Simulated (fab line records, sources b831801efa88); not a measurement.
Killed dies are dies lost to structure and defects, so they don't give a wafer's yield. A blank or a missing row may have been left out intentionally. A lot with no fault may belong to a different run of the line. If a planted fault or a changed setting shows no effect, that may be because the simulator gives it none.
fab line records | flow sky130
[record] lots = 13 | wafers = 39 | last-day = 50
route steps=708 shown FIELD_ISO@3 NWELL@58 VT_ADJUST_LVTN@115 SONOS_ONO@182 PAD_OPEN@708
lots untouched by any fault: they come from a run of this same line in which no faults occurred
start-h: start of the lot's first displayed wafer, in hours after the record's first day | wait-h: time in hours since the lot's previous step | " same as the row above | L1.1+2: a single row standing in for several wafers | - no value present, or no start provided | * or withheld: withheld | < > ~ a bound
route shown NAME@n: NAME is a module with steps in the file, n the number in the route of the first one | usual: average and standard deviation across the fault-free wafers | same: alike in all rows | chamber/n: place in a boat | sites: readings site by site | _std_site: standard deviation of those values | _edge_site: outer sites' mean less inner sites' | radius-mm: for every site, how far away it sits from the centre of the wafer | mask NAME#n: copy n | behind: the tool/chamber that last shaped the wafer | hold: why the lot went on hold/how many hours it stayed there/how the hold came to an end | device: transistor that didn't switch, given as n, p or np | end of line: the tests these same wafers got at the end of their route | step lacking rows: just its recipe | killed: count of dies lost to structure and defects at first sort (not the wafer's yield) | map: per-die view of a wafer (x killed, . not killed, _ where there is no die)
set.NAME: the setting that was run; set.NAME@STEP: the one run at that earlier step | model.NAME: the simulator's own value behind a step, which no gauge read
the route's steps for a sample of lots (tables are steps, rows are wafers)
services: when a tool's chamber went out of use (start-h, in hours from the record's first day, below 0 if earlier), for how many hours, and the reason
[[steps]]
[step SKY_FIELD_ISO_THK_MEAS_02]
[recipe] reads = SiO2_of_FIELD_ISO_OXIDATION_01
[usual] FIELD_ISO_OXIDATION_00_THK = 11.94/0.26
lot.wafer | tool          | chamber | start-h | wait-h | FIELD_ISO_OXIDATION_00_THK[nm]
L698.1    | film-metro-03 | -       | 17.23   | 0.0    | 11.91
L698.2    | "             | -       | "       | "      | 12.03
L698.6    | "             | -       | "       | "      | 12.09
L700.3    | film-metro-02 | -       | 26.65   | 0.0    | 11.81
L700.4    | "             | -       | "       | "      | 11.85
L700.5    | "             | -       | "       | "      | 11.89
L701.3    | film-metro-01 | -       | 31.76   | 0.0    | 11.63
L701.5    | "             | -       | "       | "      | 11.90
L701.6    | "             | -       | "       | "      | 11.70
L702.1    | film-metro-03 | -       | 37.14   | 0.0    | 12.03
L702.2    | "             | -       | "       | "      | 12.04
L702.3    | "             | -       | "       | "      | 11.94
L703.3    | film-metro-03 | -       | 42.55   | 0.0    | 12.24
L703.5    | "             | -       | "       | "      | 12.32
L703.6    | "             | -       | "       | "      | 12.15
L705.2    | film-metro-01 | -       | 51.64   | 0.0    | 11.59
L705.5    | "             | -       | "       | "      | 11.77
L705.6    | "             | -       | "       | "      | 11.90
L706.3    | film-metro-02 | -       | 57.82   | 0.0    | 11.95
L706.4    | "             | -       | "       | "      | 11.88
L706.5    | "             | -       | "       | "      | 11.84
L708.1    | film-metro-01 | -       | 68.00   | 0.0    | 12.13
L708.4    | "             | -       | "       | "      | 12.06
L708.6    | "             | -       | "       | "      | 12.14
L709.1    | film-metro-02 | -       | 72.03   | 0.0    | 11.73
L709.4    | "             | -       | "       | "      | 11.90
L709.5    | "             | -       | "       | "      | 11.96
L710.2    | film-metro-02 | -       | 76.64   | 0.0    | 12.05
L710.5    | "             | -       | "       | "      | 12.22
L710.6    | "             | -       | "       | "      | 12.04
L711.2    | film-metro-01 | -       | 81.64   | 0.0    | 11.75
L711.3    | "             | -       | "       | "      | 12.19
L711.6    | "             | -       | "       | "      | 12.07
L714.2    | film-metro-01 | -       | 97.50   | 0.0    | 11.92
L714.3    | "             | -       | "       | "      | 12.00
L714.5    | "             | -       | "       | "      | 12.13
L720.1    | film-metro-01 | -       | 126.63  | 0.0    | 11.60
L720.2    | "             | -       | "       | "      | 11.80
L720.5    | "             | -       | "       | "      | 11.69
[step SKY_NWELL_COAT_05]
[recipe] spin-rpm = 2000 | resist-thk-nm = 3000
lot.wafer  | tool           | chamber | start-h | wait-h
L698.1+2+6 | litho-track-02 | 0       | 82.63   | 0.1
L700.3+4+5 | litho-track-02 | 0       | 98.68   | 0.1
L701.3+5+6 | litho-track-02 | 0       | 101.63  | 0.1
L702.1+2+3 | litho-track-01 | 0       | 112.10  | 0.1
L703.3+5+6 | litho-track-03 | 0       | 112.55  | 0.1
L705.2+5+6 | litho-track-01 | 0       | 122.32  | 0.1
L706.3+4+5 | litho-track-03 | 0       | 129.05  | 0.1
L708.1+4+6 | litho-track-01 | 0       | 144.30  | 0.1
L709.1+4+5 | litho-track-01 | 0       | 148.45  | 0.1
L710.2+5+6 | litho-track-01 | 0       | 152.62  | 0.1
L711.2+3+6 | litho-track-02 | 0       | 157.66  | 0.1
L714.2+3+5 | litho-track-01 | 0       | 172.47  | 0.1
L720.1+2+5 | litho-track-03 | 0       | 209.85  | 0.1
[step SKY_NWELL_STRIP_14]
[recipe] chemistry = O2/N2 | power-w = 1400 | pressure-mtorr = 1500 | platen-temp-c = withheld | o2-flow-sccm = 3000 | n2-flow-sccm = 300 | overash-fraction = 0.5
[usual] drypump-motor-current-A = 5.6/0.62 | oes-product-au = 0.723/0.0048 | strip-time-to-endpoint-s = 36.94/0.095
lot.wafer | tool            | chamber | start-h | wait-h | drypump-motor-current-A | oes-product-au | rf-hours-counter-h | strip-time-to-endpoint-s
L698.1    | plasma-asher-02 | 0       | 91.43   | 0.1    | 6.5                     | 0.721          | 38                 | 36.99
L698.2    | "               | 1       | "       | "      | 5.8                     | 0.720          | 38                 | 37.04
L698.6    | "               | 1       | "       | "      | 5.8                     | 0.717          | -                  | 37.07
L700.3    | plasma-asher-01 | 1       | 107.92  | 0.1    | 4.8                     | 0.714          | -                  | 37.00
L700.4    | "               | 0       | "       | "      | 5.0                     | 0.729          | -                  | 37.06
L700.5    | "               | 1       | "       | "      | 4.8                     | 0.729          | -                  | 37.03
L701.3    | plasma-asher-02 | 0       | 110.82  | 0.1    | 6.6                     | 0.716          | -                  | 36.84
L701.5    | "               | 1       | "       | "      | 5.7                     | 0.731          | -                  | 36.93
L701.6    | "               | 0       | "       | "      | 6.5                     | 0.717          | -                  | 36.85
L702.1    | plasma-asher-02 | 1       | 122.72  | 0.1    | 5.7                     | 0.726          | 41                 | 37.10
L702.2    | "               | 0       | "       | "      | 6.5                     | 0.721          | 41                 | 37.02
L702.3    | "               | 1       | "       | "      | 5.7                     | 0.723          | -                  | 36.86
L703.3    | plasma-asher-01 | 0       | 123.10  | 0.1    | 5.0                     | 0.721          | -                  | 36.98
L703.5    | "               | 1       | "       | "      | 4.8                     | 0.724          | -                  | 36.89
L703.6    | "               | 0       | "       | "      | 5.0                     | 0.715          | -                  | 37.00
L705.2    | plasma-asher-01 | 0       | 132.43  | 0.1    | 5.0                     | 0.727          | 1                  | 36.92
L705.5    | "               | 0       | "       | "      | 5.0                     | 0.717          | -                  | 37.03
L705.6    | "               | 1       | "       | "      | 4.8                     | 0.722          | -                  | 37.04
L706.3    | plasma-asher-01 | 0       | 139.90  | 0.1    | 5.0                     | 0.722          | -                  | 36.84
L706.4    | "               | 1       | "       | "      | 4.8                     | 0.725          | -                  | 36.72
L706.5    | "               | 0       | "       | "      | 5.0                     | 0.728          | -                  | 36.91
L708.1    | plasma-asher-04 | 1       | 154.82  | 0.1    | 6.0                     | 0.724          | 35                 | 36.83
L708.4    | "               | 1       | "       | "      | 6.0                     | 0.724          | -                  | 36.81
L708.6    | "               | 1       | "       | "      | 6.0                     | 0.720          | -                  | 36.77
L709.1    | plasma-asher-02 | 1       | 159.53  | 0.1    | 5.8                     | 0.718          | 44                 | 36.88
L709.4    | "               | 1       | "       | "      | 5.7                     | 0.724          | -                  | 36.86
L709.5    | "               | 0       | "       | "      | 6.6                     | 0.721          | -                  | 36.78
L710.2    | plasma-asher-01 | 1       | 163.42  | 0.1    | 4.8                     | 0.721          | 4                  | 22.91
L710.5    | "               | 0       | "       | "      | 5.0                     | 0.725          | -                  | 37.05
L710.6    | "               | 1       | "       | "      | 4.8                     | 0.732          | -                  | 36.85
L711.2    | plasma-asher-02 | 0       | 168.82  | 0.1    | 6.5                     | 0.718          | 45                 | 36.79
L711.3    | "               | 1       | "       | "      | 5.7                     | 0.722          | -                  | 36.68
L711.6    | "               | 1       | "       | "      | 5.7                     | 0.724          | -                  | 36.91
L714.2    | plasma-asher-02 | 1       | 184.19  | 0.1    | 5.8                     | 0.717          | 47                 | 23.01
L714.3    | "               | 0       | "       | "      | 6.5                     | 0.723          | -                  | 22.91
L714.5    | "               | 1       | "       | "      | 5.7                     | 0.721          | -                  | 37.03
L720.1    | plasma-asher-02 | 1       | 221.18  | 0.1    | 5.7                     | 0.722          | 50                 | 37.02
L720.2    | "               | 0       | "       | "      | 6.6                     | 0.722          | 50                 | 36.97
L720.5    | "               | 0       | "       | "      | 6.6                     | 0.719          | -                  | 36.96
[step SKY_VT_ADJUST_LVTN_OVL_MEAS_18]
[usual] VT_ADJUST_LVTN_01_OVL = -0.1/1.7
lot.wafer | tool       | chamber | start-h | wait-h | VT_ADJUST_LVTN_01_OVL[nm]
L698.1    | overlay-01 | -       | 168.70  | 0.1    | -2.0
L698.2    | "          | -       | "       | "      | -0.7
L698.6    | "          | -       | "       | "      | -1.4
L700.3    | overlay-02 | -       | 187.36  | 0.1    | -1.9
L700.4    | "          | -       | "       | "      | -2.6
L700.5    | "          | -       | "       | "      | -2.8
L701.3    | overlay-02 | -       | 192.06  | 0.1    | 3.3
L701.5    | "          | -       | "       | "      | 2.5
L701.6    | "          | -       | "       | "      | 0.6
L702.1    | overlay-01 | -       | 204.23  | 0.1    | 0.3
L702.2    | "          | -       | "       | "      | -1.5
L702.3    | "          | -       | "       | "      | -2.5
L703.3    | overlay-02 | -       | 205.19  | 0.1    | -0.2
L703.5    | "          | -       | "       | "      | -0.5
L703.6    | "          | -       | "       | "      | -0.2
L705.2    | overlay-02 | -       | 216.10  | 0.1    | -1.0
L705.5    | "          | -       | "       | "      | -0.8
L705.6    | "          | -       | "       | "      | 0.4
L706.3    | overlay-01 | -       | 225.36  | 0.1    | -3.0
L706.4    | "          | -       | "       | "      | -4.6
L706.5    | "          | -       | "       | "      | -1.8
L708.1    | overlay-02 | -       | 241.31  | 0.1    | 4.9
L708.4    | "          | -       | "       | "      | 3.5
L708.6    | "          | -       | "       | "      | 3.1
L709.1    | overlay-02 | -       | 246.60  | 0.1    | -1.3
L709.4    | "          | -       | "       | "      | -1.6
L709.5    | "          | -       | "       | "      | -0.3
L710.2    | overlay-02 | -       | 252.95  | 0.1    | -0.6
L710.5    | "          | -       | "       | "      | 2.1
L710.6    | "          | -       | "       | "      | 0.8
L711.2    | overlay-02 | -       | 257.85  | 0.1    | 2.1
L711.3    | "          | -       | "       | "      | 1.2
L711.6    | "          | -       | "       | "      | 0.0
L714.2    | overlay-01 | -       | 276.37  | 0.1    | 0.7
L714.3    | "          | -       | "       | "      | 1.4
L714.5    | "          | -       | "       | "      | 1.0
L720.1    | overlay-02 | -       | 318.99  | 0.1    | -0.5
L720.2    | "          | -       | "       | "      | -1.6
L720.5    | "          | -       | "       | "      | -2.7
[step SKY_SONOS_ONO_OVL_MEAS_14]
[usual] SONOS_ONO_OVL = 1.4/1.4
lot.wafer | tool       | chamber | start-h | wait-h | SONOS_ONO_OVL[nm]
L698.1    | overlay-02 | -       | 287.15  | 0.1    | 2.2
L698.2    | "          | -       | "       | "      | 2.5
L698.6    | "          | -       | "       | "      | 1.0
L700.3    | overlay-02 | -       | 309.89  | 0.1    | 3.3
L700.4    | "          | -       | "       | "      | 3.5
L700.5    | "          | -       | "       | "      | 2.2
L701.3    | overlay-01 | -       | 313.61  | 0.1    | 0.5
L701.5    | "          | -       | "       | "      | 0.7
L701.6    | "          | -       | "       | "      | 2.2
L702.1    | overlay-02 | -       | 328.95  | 0.1    | 2.6
L702.2    | "          | -       | "       | "      | -0.7
L702.3    | "          | -       | "       | "      | 1.8
L703.3    | overlay-01 | -       | 330.16  | 0.1    | 1.1
L703.5    | "          | -       | "       | "      | 2.1
L703.6    | "          | -       | "       | "      | 3.8
L705.2    | overlay-02 | -       | 344.83  | 0.1    | 2.1
L705.5    | "          | -       | "       | "      | 3.0
L705.6    | "          | -       | "       | "      | 3.0
L706.3    | overlay-01 | -       | 355.24  | 0.1    | -2.2
L706.4    | "          | -       | "       | "      | -1.8
L706.5    | "          | -       | "       | "      | 0.5
L708.1    | overlay-01 | -       | 376.08  | 0.1    | -1.1
L708.4    | "          | -       | "       | "      | -0.2
L708.6    | "          | -       | "       | "      | 0.2
L709.1    | overlay-01 | -       | 381.05  | 0.1    | 1.5
L709.4    | "          | -       | "       | "      | 1.5
L709.5    | "          | -       | "       | "      | 0.0
L710.2    | overlay-02 | -       | 392.89  | 0.1    | 0.6
L710.5    | "          | -       | "       | "      | -0.1
L710.6    | "          | -       | "       | "      | -0.7
L711.2    | overlay-02 | -       | 396.55  | 0.1    | 2.4
L711.3    | "          | -       | "       | "      | 2.9
L711.6    | "          | -       | "       | "      | 2.5
L714.2    | overlay-01 | -       | 417.88  | 0.1    | 2.8
L714.3    | "          | -       | "       | "      | 1.7
L714.5    | "          | -       | "       | "      | 3.9
L720.1    | overlay-01 | -       | 472.17  | 0.1    | -3.1
L720.2    | "          | -       | "       | "      | -0.1
L720.5    | "          | -       | "       | "      | -1.7
[step SKY_PAD_OPEN_PROBE_99]
[usual] killed_at_M0_to_M3 = 43/7.7 | killed_at_M4_up = 3.1/1.7 | killed-at-contacts = 23/4.8 | killed-at-front-end = 15/4.5 | killed-at-other = 0.3/0.58 | killed-dies = 85/10 | killed-on-rim = 17/3.8 | killed-open = 46/7.5 | killed-short = 38/6.5
[same] gross-dies = 492 | killed-at-back-side = 0
lot.wafer | tool      | chamber | start-h | wait-h | killed_at_M0_to_M3 | killed_at_M4_up | killed-at-contacts | killed-at-front-end | killed-at-other | killed-dies | killed-on-rim | killed-open | killed-short
L703.3    | prober-01 | -       | 1116.68 | 0.2    | 52                 | 4               | 17                 | 17                  | 0               | 90          | 17            | 49          | 41
L703.5    | prober-01 | -       | 1116.78 | 0.2    | 38                 | 1               | 23                 | 17                  | 0               | 79          | 18            | 41          | 38
L703.6    | prober-01 | -       | 1116.83 | 0.2    | 34                 | 3               | 22                 | 23                  | 0               | 82          | 12            | 48          | 34
L705.2    | prober-01 | -       | 1129.23 | 0.1    | 46                 | 3               | 24                 | 10                  | 0               | 83          | 15            | 48          | 35
L705.5    | prober-01 | -       | 1129.38 | 0.2    | 61                 | 3               | 18                 | 10                  | 0               | 92          | 17            | 46          | 46
L705.6    | prober-01 | -       | 1129.43 | 0.2    | 37                 | 2               | 22                 | 9                   | 0               | 70          | 10            | 35          | 35
L706.3    | prober-02 | -       | 1129.60 | 0.2    | 39                 | 4               | 25                 | 21                  | 0               | 89          | 13            | 47          | 42
L706.5    | prober-02 | -       | 1129.70 | 0.2    | 54                 | 1               | 26                 | 14                  | 1               | 96          | 19            | 62          | 34
L708.1    | prober-01 | -       | 1146.51 | 0.1    | 32                 | 7               | 25                 | 16                  | 0               | 80          | 19            | 40          | 40
L709.1    | prober-02 | -       | 1152.42 | 0.1    | 62                 | 3               | 18                 | 12                  | 2               | 97          | 19            | 49          | 47
L709.4    | prober-02 | -       | 1152.57 | 0.2    | 41                 | 2               | 30                 | 13                  | 0               | 86          | 25            | 47          | 39
L709.5    | prober-02 | -       | 1152.62 | 0.2    | 44                 | 2               | 30                 | 17                  | 0               | 93          | 19            | 50          | 43
L710.2    | prober-01 | -       | 1157.80 | 0.1    | 32                 | 2               | 17                 | 7                   | 1               | 59          | 9             | 38          | 21
L710.5    | prober-01 | -       | 1157.95 | 0.2    | 58                 | 3               | 21                 | 15                  | 0               | 97          | 25            | 63          | 34
L710.6    | prober-01 | -       | 1158.00 | 0.2    | 47                 | 2               | 20                 | 10                  | 0               | 79          | 20            | 41          | 38
L711.2    | prober-02 | -       | 1159.34 | 0.1    | 42                 | 2               | 17                 | 23                  | 0               | 84          | 16            | 48          | 36
L711.3    | prober-02 | -       | 1159.39 | 0.2    | 36                 | 2               | 21                 | 18                  | 0               | 77          | 12            | 38          | 39
L711.6    | prober-02 | -       | 1159.54 | 0.2    | 35                 | 1               | 26                 | 23                  | 0               | 85          | 18            | 44          | 41
// killed by level:class
L703.3 FIELD_ISO:geometric-particle:open=9 VIA1:geometric-particle:open=9 METAL1:geometric-particle:short=8 VIA3:geometric-particle:open=8 CONTACT:geometric-particle:open=7 VIA1:geometric-particle:short=6 VIA2:geometric-particle:open=6 CONTACT:geometric-particle:short=5
L703.5 VIA3:geometric-particle:open=8 CONTACT:geometric-particle:short=7 METAL1:geometric-particle:short=6 LI_CONTACT:geometric-particle:open=5 CONTACT:geometric-particle:open=5 VIA1:geometric-particle:open=5 METAL2:geometric-particle:short=4 VIA3:geometric-particle:short=4
L703.6 VIA1:geometric-particle:open=10 FIELD_ISO:geometric-particle:short=9 CONTACT:geometric-particle:short=9 FIELD_ISO:geometric-particle:open=8 CONTACT:geometric-particle:open=8 VIA2:geometric-particle:open=6 LI_CONTACT:geometric-particle:open=4 VIA3:geometric-particle:open=4
L705.2 CONTACT:geometric-particle:open=10 METAL2:geometric-particle:short=8 VIA3:geometric-particle:open=8 VIA1:geometric-particle:open=7 METAL1:geometric-particle:short=5 VIA2:geometric-particle:open=4 POLY_GATE:geometric-particle:open=4 LI_CONTACT:geometric-particle:open=4
L705.5 VIA1:geometric-particle:open=13 METAL1:geometric-particle:short=9 CONTACT:geometric-particle:open=9 METAL2:geometric-particle:short=8 VIA3:geometric-particle:open=7 METAL3:geometric-particle:short=5 CONTACT:geometric-particle:short=5 VIA1:geometric-particle:short=5
L705.6 VIA1:geometric-particle:open=7 LI_CONTACT:geometric-particle:open=6 CONTACT:geometric-particle:open=6 VIA1:geometric-particle:short=6 METAL1:geometric-particle:short=5 LOCAL_INTERCONNECT:geometric-particle:short=4 CONTACT:geometric-particle:short=4 VIA2:geometric-particle:open=4
L706.3 VIA1:geometric-particle:open=11 CONTACT:geometric-particle:open=10 METAL2:geometric-particle:short=8 FIELD_ISO:geometric-particle:short=7 LI_CONTACT:geometric-particle:open=6 POLY_GATE:geometric-particle:short=4 POLY_GATE:geometric-particle:open=4 METAL1:geometric-particle:short=4
L706.5 VIA1:geometric-particle:open=12 CONTACT:geometric-particle:open=11 VIA2:geometric-particle:open=10 LI_CONTACT:geometric-particle:open=9 VIA2:geometric-particle:short=6 POLY_GATE:geometric-particle:open=4 VIA3:geometric-particle:open=4 METAL1:geometric-particle:short=4
L708.1 VIA1:geometric-particle:open=9 LI_CONTACT:geometric-particle:open=7 LOCAL_INTERCONNECT:geometric-particle:short=6 METAL1:geometric-particle:short=6 CONTACT:geometric-particle:open=6 VIA1:geometric-particle:short=6 FIELD_ISO:geometric-particle:short=5 METAL4:geometric-particle:short=5
L709.1 VIA2:geometric-particle:open=12 VIA1:geometric-particle:open=11 METAL1:geometric-particle:short=8 METAL2:geometric-particle:short=7 LI_CONTACT:geometric-particle:open=6 CONTACT:geometric-particle:open=6 VIA2:geometric-particle:short=5 VIA3:geometric-particle:short=5
L709.4 CONTACT:geometric-particle:open=14 VIA1:geometric-particle:open=11 VIA3:geometric-particle:open=7 POLY_GATE:geometric-particle:short=6 LOCAL_INTERCONNECT:geometric-particle:short=6 VIA1:geometric-particle:short=6 LI_CONTACT:geometric-particle:open=4 METAL1:geometric-particle:short=4
L709.5 LI_CONTACT:geometric-particle:open=11 VIA3:geometric-particle:open=10 CONTACT:geometric-particle:open=7 CONTACT:geometric-particle:short=7 VIA1:geometric-particle:open=7 METAL1:geometric-particle:short=6 VIA2:geometric-particle:short=6 VIA2:geometric-particle:open=5
L710.2 VIA2:geometric-particle:open=9 METAL1:geometric-particle:short=8 LI_CONTACT:geometric-particle:open=6 CONTACT:geometric-particle:open=6 VIA1:geometric-particle:open=4 VIA3:geometric-particle:open=3 METAL2:geometric-particle:short=3 FIELD_ISO:geometric-particle:open=2
L710.5 VIA1:geometric-particle:open=15 LI_CONTACT:geometric-particle:open=11 VIA2:geometric-particle:open=11 VIA1:geometric-particle:short=10 CONTACT:geometric-particle:open=6 METAL1:geometric-particle:short=6 FIELD_ISO:geometric-particle:open=5 POLY_GATE:geometric-particle:open=5
L710.6 VIA1:geometric-particle:open=12 LI_CONTACT:geometric-particle:open=8 VIA1:geometric-particle:short=6 VIA2:geometric-particle:open=6 METAL1:geometric-particle:short=5 FIELD_ISO:geometric-particle:short=4 CONTACT:geometric-particle:open=4 METAL2:geometric-particle:short=4
L711.2 VIA1:geometric-particle:open=12 VIA2:geometric-particle:open=8 FIELD_ISO:geometric-particle:short=7 CONTACT:geometric-particle:open=7 VIA1:geometric-particle:short=6 VIA3:geometric-particle:short=6 FIELD_ISO:geometric-particle:open=5 VIA2:geometric-particle:short=5
L711.3 CONTACT:geometric-particle:open=9 VIA1:geometric-particle:open=7 LOCAL_INTERCONNECT:geometric-particle:short=5 VIA1:geometric-particle:short=5 METAL2:geometric-particle:short=5 SPACER:geometric-particle:short=4 LI_CONTACT:geometric-particle:open=4 METAL1:geometric-particle:short=4
L711.6 CONTACT:geometric-particle:open=11 VIA1:geometric-particle:open=8 LOCAL_INTERCONNECT:geometric-particle:short=7 FIELD_ISO:geometric-particle:short=6 FIELD_ISO:geometric-particle:open=6 VIA3:geometric-particle:open=6 METAL1:geometric-particle:short=5 VIA2:geometric-particle:open=5
[[services]]
tool            | chamber | start-h | hours | kind
plasma-asher-01 | -       | 108.75  | 9.0   | pm
plasma-asher-01 | 0       | 108.75  | 9.0   | vent-cycle
plasma-asher-01 | 1       | 108.75  | 9.0   | vent-cycle
plasma-asher-01 | 0       | 117.75  | -     | clean
plasma-asher-01 | 1       | 117.75  | -     | clean
plasma-asher-04 | -       | 187.54  | 1.2   | repair
plasma-asher-04 | -       | 192.15  | 0.5   | repair
litho-track-03  | -       | 205.38  | -     | consumable-replace:filter
[[key]]
[first-sign] step = SKY_NWELL_STRIP_14 | reading = strip-time-to-endpoint-s | direction = down | sigmas = 99+ | usual = * | struck = *
effect none on later readings
met-at SKY_NWELL_COAT_05
struck-lots L710,L714
struck-wafers L710.2,L714.2,L714.3
tester-left-out L710,L714
not-acting-at SKY_FIELD_ISO_THK_MEAS_02,SKY_VT_ADJUST_LVTN_OVL_MEAS_18,SKY_SONOS_ONO_OVL_MEAS_14
onset-between 148.45 152.62
[fault] kind = process-parameter-drift | tool = litho-track-01 | chamber = - | onset-h = 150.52 | steps = SKY_NWELL_COAT_05 | channel = resist-thk-nm | offset = -1207.4 | shape = step | end-h = 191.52 | scope = struck-wafers-only | acts-in = these-recipes-only | stated = 3000
// tester-left-out: of these lots the tester's yield and bins aren't shown, on N5 and GAA mostly nor the transistor test; their killed dies are dies lost to structure and defects alone, not to doping, threshold or leakage, so they don't give the yield
